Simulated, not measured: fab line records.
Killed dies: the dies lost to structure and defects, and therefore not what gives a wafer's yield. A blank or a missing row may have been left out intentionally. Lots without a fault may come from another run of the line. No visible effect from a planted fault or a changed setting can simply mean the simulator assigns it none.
Code-filled problem report in 8D (eight disciplines) form | flow sky130 | the parts of the form that need people (team, actions taken, sign-off) are left out

== 1. THE ISSUE ==
Across 12 wafers from 4 lots, POLY_GATE_CVD_00_THK at SKY_POLY_GATE_THK_MEAS_01 averages 117.3 nm, while fault-free wafers read 179.5 nm with a standard deviation of 1.9. That is -33 standard deviations from the usual mean.
First observed at day 17 23:26: wafer L127.1, on film metro-04. The record has a number at this step for 33 wafers belonging to 11 lots. By rule, "out" or "out of limits" means more than 4 standard deviations away from the usual mean. Any other wafer with a number is counted as sound.

== 2. WHAT IT IS, WHAT IT ISN'T ==
question                    | is                                          | is not
which readings at this step | POLY_GATE_CVD_00_THK                        | -
which lots                  | L127, L128, L129, L130                      | L118, L119, L120, L122, L137, L138, L139
which wafers of those lots  | all that have a number                      | -
read on which gauges        | film metro-01, film metro-02, film metro-04 | -
when                        | from day 17 23:26                           | up to then (12 sound wafers); but 9 sound wafers of L137, L138, L139 came after

== 3. SUSPECTS, AND WHAT RULES EACH OUT ==
Counting: any tool at a process step up to the reading is kept as a suspect provided that every lot that is out went through it and no sound lot did after the first of them.
- the gauge at SKY_POLY_GATE_THK_MEAS_01 has been ruled out. 3 gauges (film metro-01, film metro-02, film metro-04) read the wafers that are out.
- lpcvd-01 at SKY_POLY_GATE_CVD_00 (deposits poly-Si, target thk 180 nm, time 720 s): ruled out as a lasting fault. The sound lots L137, L138, L139 went through it after L127, its earliest lot that is out (day 17 22:14).
Left after counting: nothing in the record.

== 4. THE CAUSE (what the simulator had put in) ==
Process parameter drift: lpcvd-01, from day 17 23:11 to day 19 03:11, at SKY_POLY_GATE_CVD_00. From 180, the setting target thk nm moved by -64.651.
It was ruled out by counting, in error; the rule expects a fault to strike all lots run on its tool from its start on, and this fault did not.

== 5. THE EFFECT CHAIN, in route order ==
One row per reading whose mean, taken over the struck wafers that have a number, lies over 3 standard deviations from the usual. Scope: only readings with a usual standard deviation given in the record; hours: median across lots of the time from each lot's start at the first step in this table that gives one to its start at this step; sigmas: change in usual standard deviations.
hours | step                      | reading              | usual      | on struck wafers | change | sigmas
0     | SKY_POLY_GATE_THK_MEAS_01 | POLY_GATE_CVD_00_THK | 179.5 nm   | 117.3            | -62.2  | -33
63    | SKY_POLY_GATE_ETCH_17     | oes product au       | 0.983 a.u. | 0.744            | -0.239 | -32
Here are the process steps it includes:
- SKY_POLY_GATE_ETCH_17: etches poly-Si in HBr/Cl2, stops on SiO2, target depth 180 nm, time 70.5 s.

== 6. HOW IT WOULD HAVE BEEN CAUGHT EARLIER ==
In this record the first reading out of limits at a measuring or inspecting step was taken at day 17 23:26, 0 hours after the fault began at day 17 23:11.
Tool readings at SKY_POLY_GATE_CVD_00 with a usual standard deviation given in the record: none out on any struck wafer, hence no alarm at a limit of 4 standard deviations on them.
